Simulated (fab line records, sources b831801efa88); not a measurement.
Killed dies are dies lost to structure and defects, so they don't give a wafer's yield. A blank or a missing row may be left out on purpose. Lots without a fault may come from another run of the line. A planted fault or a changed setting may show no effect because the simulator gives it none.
Chamber matching | flow sky130 | SKY_VIA2_CMP_24 on cmp-01: 4 sister chambers
The step polishes, stops on SiO2, t overpolish 20 s, target thk 0 nm. 7 wafers are shown with their chamber, then 7 later ones without.

WAFERS WITH THEIR CHAMBER
wafer  | chamber | motor_current_A (A) | overpolish_run_s (s)
L194.6 | 1       | 11.4                | 19.999
L195.3 | 3       | 12.4                | 20.007
L197.2 | 0       | 11.1                | 19.994
L197.5 | 1       | 12.0                | 19.992
L197.6 | 2       | 10.7                | 19.997
L208.1 | 2       | 10.9                | 20.003
L208.2 | 0       | 11.8                | 20.009

WAFERS WITHOUT THEIR CHAMBER
wafer  | motor_current_A (A) | overpolish_run_s (s)
L208.6 | 10.5                | 20.013
L214.1 | 11.7                | 19.999
L214.4 | 12.3                | 20.002
L214.6 | 11.7                | 19.988
L216.2 | 11.8                | 19.998
L216.3 | 10.9                | 20.005
L216.4 | 11.7                | 19.997

WHICH CHAMBER EACH WENT THROUGH
wafer  | from the rows above               | in truth
L208.6 | can't be placed: 2 or 0 or 1      | 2
L214.1 | can't be placed: 1 or 0 or 3 or 2 | 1
L214.4 | can't be placed: 3 or 1 or 0      | 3
L214.6 | can't be placed: 1 or 0 or 2      | 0
L216.2 | can't be placed: 1 or 0 or 3      | 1
L216.3 | can't be placed: 2 or 0 or 1      | 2
L216.4 | can't be placed: 1 or 0           | 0
Placed correctly: 0 of 7. Can't be placed from these rows: 7 (the true chamber is among the candidates in 7). Placed wrongly: 0.
How it was worked out, from the rows above alone: a wafer's distance from a chamber is the root of the sum, over the readings, of the square of ((its reading less the chamber's mean) divided by the reading's scatter). The wafer belongs to the nearest chamber; if the next one is less than 2 further off, it can't be placed. A chamber's mean is the mean of its shown wafers. The scatter: the root of (the sum of the squares of (reading less its chamber's mean) over the shown wafers, divided by (wafers less chambers)).
